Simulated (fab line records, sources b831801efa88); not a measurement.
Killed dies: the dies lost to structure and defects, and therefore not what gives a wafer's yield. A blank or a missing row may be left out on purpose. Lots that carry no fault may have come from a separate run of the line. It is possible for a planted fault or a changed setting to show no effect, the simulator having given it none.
A struck lot beside a sound one    flow sky130    22 steps out of a route of 708
Sound: the wafers L350.1, L350.4, L350.5. Wafers struck: L360.1, L360.3, L360.4. The cause comes at the end.
At each step with rows: each side's tool, then ch and its chambers, then its first start. Under that, the readings that differ: sound wafers    struck wafers    difference of the means    sigmas: that difference in standard deviations of wafers without a fault.
alike: a reading whose means differ by less than 2 such deviations, as well as words and numbers matching on both sides. not compared: withheld readings; readings where some wafer has no value; bounds like >300 that might hide an equal value; numbers whose values overlap and for which the record gives no deviation.
A row with sigmas, a row that says differs or no value, or rows on one side alone: a step with any of these is where the two part. When numbers do not overlap yet have no deviation, they are printed without sigmas and do not part them. Lack of a reading on every wafer of one side parts them only where that side has two or more wafers.

first, 4 steps without rows for these wafers: SKY_VT_ADJUST_LVTN_SOFTBAKE_14 (time 60 s); SKY_VT_ADJUST_LVTN_EXPOSE_15 (exposes mask HVN STD DERIVED, target cd 600 nm); SKY_VT_ADJUST_LVTN_PEB_16; SKY_VT_ADJUST_LVTN_DEVELOP_17 (develop time 60 s).
SKY_VT_ADJUST_LVTN_OVL_MEAS_18:
  sound on overlay-01 at day 8 07:45; struck on overlay-01 at day 11 00:44
  alike: VT_ADJUST_LVTN_01_OVL
following that, these wafers have no rows for 1 step: SKY_VT_ADJUST_LVTN_IMPLANT_19.
SKY_VT_ADJUST_LVTN_STRIP_20: strips in O2/N2.
  sound on plasma asher-01 ch 1, day 8 07:56; struck on plasma asher-03 ch 0,1, day 11 00:55
  alike: drypump motor current A, oes product au, strip time to endpoint s
  not compared: rf hours counter h
SKY_VT_ADJUST_LVTN_TW_MEAS_21:
  sound on film metro-04 at day 8 08:02; struck on film metro-04 at day 11 01:01
  alike: VT_ADJUST_LVTN_2_TW
then, 4 steps without rows for these wafers: SKY_VT_ADJUST_NCORE_DEHYDRATE_00 (time 60 s); SKY_VT_ADJUST_NCORE_HMDS_01 (prime time 60 s); SKY_VT_ADJUST_NCORE_COAT_02 (resist thk 1140 nm); SKY_VT_ADJUST_NCORE_SOFTBAKE_03 (time 60 s).
SKY_VT_ADJUST_NCORE_EXPOSE_04: exposes mask LVTN COMPLEMENT THIN, target cd 380 nm.
  sound on iline stepper-01 ch 0, day 8 18:29; struck on iline stepper-01 ch 0, day 11 13:09
reading  sound                                                                 struck                                                 difference  sigmas
mask     LVTN_COMPLEMENT_THIN#0 LVTN_COMPLEMENT_THIN#0 LVTN_COMPLEMENT_THIN#0  HVN_STD_DERIVED#0 HVN_STD_DERIVED#0 HVN_STD_DERIVED#0  differs     
  alike: exposure dose mJ cm2, focus offset nm
then, 2 steps without rows for these wafers: SKY_VT_ADJUST_NCORE_PEB_05; SKY_VT_ADJUST_NCORE_DEVELOP_06 (develop time 60 s).
SKY_VT_ADJUST_NCORE_CD_MEAS_07: target cd 380 nm.
  sound on cd sem-02 at day 9 04:36; struck on cd sem-01 at day 12 00:06
reading     sound              struck  difference                     sigmas
cd nm (nm)  381.9 381.9 383.0  - - -   no value on the struck wafers  
SKY_VT_ADJUST_NCORE_OVL_MEAS_08:
  sound on overlay-02 at day 9 04:43; struck on overlay-01 at day 12 00:13
reading                   sound         struck  difference                     sigmas
VT_ADJUST_NCORE_OVL (nm)  0.5 -0.2 1.2  - - -   no value on the struck wafers  
following that, these wafers have no rows for 1 step: SKY_VT_ADJUST_NCORE_IMPLANT_09.
SKY_VT_ADJUST_NCORE_STRIP_10: strips in O2/N2.
  sound on plasma asher-03 ch 0, day 9 04:55; struck on plasma asher-04 ch 0,1, day 12 00:25
reading                sound              struck             difference  sigmas
oes product au (a.u.)  0.725 0.720 0.722  0.705 0.716 0.715  -0.010      -2
  alike: drypump motor current A, strip time to endpoint s
  not compared: rf hours counter h
SKY_VT_ADJUST_NCORE_TW_MEAS_11:
  sound on film metro-04 at day 9 05:01; struck on film metro-04 at day 12 00:31
reading             sound              struck          difference  sigmas
VT_ADJUST_NCORE_TW  223.4 225.2 224.6  30.3 30.2 30.5  -194.1      -78
then, 1 step without rows for these wafers: SKY_VT_ADJUST_HVTR_DEHYDRATE_00 (time 60 s).
-- the record jumps here: 37 days lie between the struck wafers' starts before and after (it left off in module VT_ADJUST_HVTR and takes up again in module PAD_OPEN, whose first step shown is number 708 of the route) --
SKY_PAD_OPEN_PROBE_99:
  sound on prober-02 at day 46 12:04; struck on prober-02 at day 48 19:58
reading                                 sound                          struck                         difference  sigmas
killed at front end                     17 14 18                       418 415 432                    +405        +94
killed dies                             74 94 91                       492 492 492                    +406        +43
killed on rim                           14 18 22                       96 96 96                       +78         +21
model.etest.pfet_16v.r on ohm um        1.541e+04 1.525e+04 1.546e+04  1.693e+04 1.742e+04 1.696e+04  +1.730e+03  
model.etest.nfet_16v.r on ohm um        1.431e+04 1.445e+04 1.42e+04   1.239e+04 1.254e+04 1.226e+04  -1.923e+03  
model.etest.pfet g5v0d10v5.r on ohm um  4726 4745 4790                 6037 6088 6052                 +1305       
model.etest.tip p.rs ohm sq             6832 6800 6773                 7723 7767 7660                 +915        
model.etest.pfet_01v8.r on ohm um       2791 2798 2899                 3327 3485 3456                 +593        
model.etest.tip_p_5v.rs ohm sq          2904 2884 2882                 3116 3099 3125                 +223        
model.etest.pfet g5v0d10v5.drive ua um  337.9 337.5 338.1              247.1 242.4 243.9              -93.4       
model.etest.nfet_01v8.drive ua um       510.8 518.1 508                585.4 584.7 574.8              +69.3       
  alike: killed_at_M0_to_M3, killed_at_M4_up, killed at contacts, killed at other, killed open, killed short

== WHERE THEY PART ==
First at SKY_VT_ADJUST_NCORE_EXPOSE_04; last, within this record, at SKY_PAD_OPEN_PROBE_99.

WHY: the cause the simulator had injected
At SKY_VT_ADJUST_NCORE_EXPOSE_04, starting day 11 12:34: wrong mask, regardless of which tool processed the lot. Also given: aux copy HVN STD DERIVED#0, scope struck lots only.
